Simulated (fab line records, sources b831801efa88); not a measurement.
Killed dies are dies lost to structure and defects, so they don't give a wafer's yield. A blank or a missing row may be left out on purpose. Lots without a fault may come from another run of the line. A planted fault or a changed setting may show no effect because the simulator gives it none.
Which tool did it? | flow gf180mcu | 13 lots, 39 wafers sampled, at 5 steps of a route of 602

WHAT THE GAUGES READ, wafer by wafer
GF_POLY_GATE_THK_MEAS_17.
lot  | measured     | on            | POLY_GATE_OXIDATION_THK (nm)
L196 | day 9 10:45  | film_metro-03 | 4.03 3.98 4.06
L197 | day 9 16:07  | film_metro-04 | 3.90 3.94 3.87
L198 | day 9 17:43  | film_metro-01 | 4.12 4.08 4.16
L199 | day 10 05:34 | film_metro-03 | 4.08 4.02 4.01
L200 | day 10 10:53 | film_metro-04 | 3.94 3.99 3.94
L201 | day 10 18:56 | film_metro-01 | 3.88 3.94 4.04
L202 | day 11 07:23 | film_metro-03 | 4.10 4.18 4.21
L207 | day 12 11:58 | film_metro-04 | 3.90 4.02 4.05
L208 | day 12 21:01 | film_metro-01 | 4.05 4.07 4.01
L210 | day 13 07:14 | film_metro-03 | 3.99 4.03 4.00
L216 | day 14 22:47 | film_metro-03 | 4.06 4.01 4.08
L218 | day 15 13:11 | film_metro-01 | 4.11 4.05 4.14
L219 | day 15 17:13 | film_metro-03 | 3.92 3.95 4.04

GF_PSD_RS_MEAS_14: measures by four-point-probe.
lot  | measured     | on            | NSD_RS (ohm/sq)
L196 | day 14 04:59 | film_metro-03 | 46.29 46.26 46.25
L197 | day 14 13:14 | film_metro-03 | 46.09 46.17 46.12
L198 | day 14 15:44 | film_metro-03 | 46.20 46.22 46.30
L199 | day 15 05:04 | film_metro-04 | 46.15 46.23 46.20
L200 | day 15 11:59 | film_metro-04 | 46.20 46.14 46.23
L201 | day 15 21:53 | film_metro-03 | 46.26 46.14 46.13
L202 | day 16 11:50 | film_metro-03 | 46.14 46.20 46.10
L207 | day 18 01:59 | film_metro-04 | 43.03 43.07 43.07 42.95 43.04 42.94
L208 | day 18 12:17 | film_metro-03 | 42.96 42.90 43.02 43.03 42.93 43.04
L210 | day 19 04:11 | film_metro-02 | 46.03 46.10 46.06
L216 | day 20 20:39 | film_metro-02 | 46.35 46.45 46.32
L218 | day 21 15:37 | film_metro-03 | 46.12 46.09 46.15
L219 | day 21 20:21 | film_metro-04 | 46.18 46.24 46.12

GF_PSD_RS_MEAS_15: measures by four-point-probe.
lot  | measured     | on            | PSD_RS (ohm/sq)
L196 | day 14 05:06 | film_metro-03 | 108.88 109.04 108.77
L197 | day 14 13:22 | film_metro-03 | 108.54 108.41 108.70
L198 | day 14 15:51 | film_metro-03 | 108.98 108.72 108.52
L199 | day 15 05:11 | film_metro-04 | 108.69 109.03 109.25
L200 | day 15 12:07 | film_metro-04 | 108.87 108.77 108.60
L201 | day 15 22:01 | film_metro-03 | 109.13 108.93 109.33
L202 | day 16 11:57 | film_metro-03 | 108.93 108.88 108.57
L207 | day 18 05:09 | film_metro-04 | 103.05 102.76 103.00 103.04 102.93 102.96
L210 | day 19 04:18 | film_metro-02 | 108.33 108.86 108.57
L216 | day 20 20:46 | film_metro-02 | 108.94 109.23 108.84
L218 | day 21 15:44 | film_metro-03 | 108.70 108.56 108.80
L219 | day 21 20:28 | film_metro-04 | 108.60 109.09 108.78

GF_SAB_THK_MEAS_01.
lot  | measured     | on            | SAB_CVD_00_THK (nm)
L196 | day 14 05:14 | film_metro-02 | 49.0 49.8 50.4
L197 | day 14 13:29 | film_metro-02 | 49.9 50.8 51.3
L198 | day 14 15:59 | film_metro-01 | 50.1 50.5 49.9
L199 | day 15 05:19 | film_metro-03 | 49.5 49.1 50.3
L200 | day 15 12:15 | film_metro-02 | 50.3 50.5 50.6
L201 | day 15 22:09 | film_metro-03 | 49.9 50.0 51.3
L202 | day 16 12:05 | film_metro-01 | 48.3 49.7 48.5
L207 | day 18 07:32 | film_metro-01 | 49.2 49.9 50.3
L210 | day 19 04:26 | film_metro-01 | 49.0 49.7 50.0
L216 | day 20 20:54 | film_metro-03 | 50.0 50.0 50.1
L218 | day 21 15:53 | film_metro-01 | 50.5 50.6 50.8
L219 | day 21 20:35 | film_metro-02 | 50.2 49.8 51.4

WHICH TOOL RAN EACH LOT (tool, then ch and the chambers of the sampled wafers, then the start)
lot  | GF_PSD_RTA_13
L196 | rtp_anneal-02 ch 0, day 14 04:54
L197 | rtp_anneal-01 ch 0, day 14 13:09
L198 | rtp_anneal-01 ch 0, day 14 15:38
L199 | rtp_anneal-01 ch 0, day 15 04:59
L200 | rtp_anneal-01 ch 0, day 15 11:54
L201 | rtp_anneal-02 ch 0, day 15 21:48
L202 | rtp_anneal-02 ch 0, day 16 11:44
L207 | rtp_anneal-02 ch 0, day 18 01:53
L208 | rtp_anneal-02 ch 0, day 18 12:12
L210 | rtp_anneal-01 ch 0, day 19 04:06
L216 | rtp_anneal-01 ch 0, day 20 20:34
L218 | rtp_anneal-01 ch 0, day 21 15:32
L219 | rtp_anneal-02 ch 0, day 21 20:15
- GF_PSD_RTA_13: time 20 s.

WHAT THE TOOLS THEMSELVES READ (means of the sampled wafers that have a number; where no wafer has one, the mark that the record gives instead)
GF_PSD_RTA_13.
lot  | tool          | lamp_power_pct (%) | run_length_s (s) | wafer_temp_C_max
L196 | rtp_anneal-02 | 38.5               | 49.03            | 1031.2
L197 | rtp_anneal-01 | 36.3               | 48.54            | 1028.5
L198 | rtp_anneal-01 | 36.3               | 48.67            | 1028.4
L199 | rtp_anneal-01 | 36.3               | 48.59            | 1029.5
L200 | rtp_anneal-01 | 36.2               | 48.55            | 1028.6
L201 | rtp_anneal-02 | 38.6               | 48.96            | 1031.1
L202 | rtp_anneal-02 | 38.5               | 48.94            | 1030.2
L207 | rtp_anneal-02 | 38.5               | 65.52            | 1029.9
L208 | rtp_anneal-02 | 38.5               | 65.62            | 1029.7
L210 | rtp_anneal-01 | 36.3               | 48.61            | 1029.9
L216 | rtp_anneal-01 | 36.3               | 48.54            | 1028.8
L218 | rtp_anneal-01 | 36.3               | 48.58            | 1028.5
L219 | rtp_anneal-02 | 38.6               | 49.07            | 1030.9

THE ANSWER, worked out from the rows above alone
Rule: what is usual is taken from the lots themselves. Put in order of their means at a reading, lots are off if they are a third of the lots or fewer, leave a main group of 4 or more, and stand apart from it by a gap of 3 or more times the standard deviation of the main group's means; of several such gaps the widest counts. A main group whose means are all the same, to the digits that the tables above print for the reading, isn't used. A lot without any number at a reading at which 4 lots or more have one is off too. The other lots that the step has rows for count as sound. The gauges are gone through in route order, then the tools' own readings, and for those a lot's mean is taken as printed above. The first step at which some lot is off is used, and at that step the reading that is off furthest; a lot without a number counts as furthest.
Off: L207, L208, at GF_PSD_RS_MEAS_14 (NSD_RS). The main group: mean 46.19 ohm/sq, standard deviation 0.079.
A tool fits if, at a process step before that reading, it ran every lot that is off, and no sound lot after the first of them. The gauges at GF_PSD_RS_MEAS_14 aren't tried: what is off there is off at GF_PSD_RTA_13 too, on other tools, and a gauge's error can't cause that. None of those tried fits.

WHAT THE SIMULATOR HAD PUT IN
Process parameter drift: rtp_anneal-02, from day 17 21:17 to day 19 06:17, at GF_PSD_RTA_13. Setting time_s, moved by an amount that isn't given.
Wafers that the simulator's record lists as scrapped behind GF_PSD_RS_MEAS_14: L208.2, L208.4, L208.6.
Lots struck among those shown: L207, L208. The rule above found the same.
